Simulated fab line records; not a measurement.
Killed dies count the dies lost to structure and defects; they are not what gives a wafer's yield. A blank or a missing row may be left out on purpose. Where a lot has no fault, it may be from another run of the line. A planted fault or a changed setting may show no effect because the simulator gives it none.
Struck lot and sound lot, side by side -- flow sfq-line -- 14 out of 325 route steps
Sound: wafers L689.1, L689.3, L689.5. Wafers struck: L685.1, L685.4, L685.6. Last of all comes the cause.
Per side, at each step with rows, come the tool, then ch with its chambers, and then its first start. Under that, the readings that differ: sound wafers -- struck wafers -- difference of the means -- sigmas: that difference in standard deviations of wafers without a fault.
alike: readings whose means differ by less than 2 such deviations, and words and numbers that are the same on both sides. not compared: withheld readings, readings that some wafer has no value for, bounds like >300 that may hide the same value, and numbers for which the record gives no deviation and whose values overlap.
The two part at a step that has a row with sigmas, a row that says differs or no value, or rows on one side only. When numbers do not overlap yet have no deviation, they are printed without sigmas and do not part them. A reading that every wafer of one side lacks parts them only if that side has two wafers or more.

first, 3 steps without rows for these wafers: SFQ_TRILAYER_I5_LITHO_EXPOSE_145 (exposes mask I5, target cd 700 nm); SFQ_TRILAYER_I5_LITHO_PEB_147 (peb time 60 s); SFQ_TRILAYER_I5_LITHO_DEVELOP_146 (time 60 s).
SFQ_I5_OVL_MEAS_936:
  sound on overlay-02, day 68 02:02; struck on overlay-01, day 66 23:31
  alike: I5_OVL
SFQ_TRILAYER_I5_BARC_OPEN_VIA_ETCH_200: etches BARC in O2, target depth 125 nm, time 41.7 s.
  sound on rie-diel-04 ch 0,2,3, day 68 02:05; struck on rie-diel-03 ch 0,1,2, day 66 23:34
  alike: drypump-motor-current-A, oes-product-au
  not compared: rf-hours-counter-h
SFQ_TRILAYER_I5_ETCH_VIA_ETCH_147: etches the open film in CHF3, stops on Nb, target depth 360 nm.
  sound on rie-diel-04 ch 0,2,3, day 68 02:07; struck on rie-diel-03 ch 0,1,2, day 66 23:36
  alike: drypump-motor-current-A, oes-product-au
SFQ_TRILAYER_I5_STRIP_STRIP_148: strips in O2.
  sound on rie-metal-02 ch 1, day 68 02:16; struck on rie-metal-02 ch 0,1, day 66 23:45
  alike: drypump-motor-current-A, oes-product-au
  not compared: rf-hours-counter-h
then, 5 steps without rows for these wafers: SFQ_TRILAYER_I5_STRIP_SOLV_CLEAN_149 (cleans in NMP, time 600 s); SFQ_TRILAYER_C5_LITHO_COAT_156 (resist thk 62 nm); SFQ_TRILAYER_C5_LITHO_COAT_151 (resist thk 656.7 nm); SFQ_TRILAYER_C5_LITHO_SOFTBAKE_155; SFQ_TRILAYER_C5_LITHO_EXPOSE_152 (exposes mask C5, target cd 500 nm).
-- the record jumps here: 4 days lie between the struck wafers' starts before and after --
SFQ_TRILAYER_C5_LITHO_PEB_154: peb time 60 s.
  sound on litho-track-02 ch 0, day 71 21:50; struck on litho-track-01, day 70 21:50
  no value came back on the struck wafers for chill-plate-temp-C (C), exhaust-pa (Pa), heater-power-total-W (W), plate-temp-C (C); on the sound wafers chill-plate-temp-C (C) reads 22.84 23.08 22.96
then, 1 step without rows for these wafers: SFQ_TRILAYER_C5_LITHO_DEVELOP_153 (time 60 s).

WHERE THEY PART
At SFQ_TRILAYER_C5_LITHO_PEB_154 and nowhere else, as far as this record goes.

WHY: what the simulator had put in
Whole step skipped at SFQ_TRILAYER_C5_LITHO_PEB_154 on litho-track-01, starting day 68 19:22. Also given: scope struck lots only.
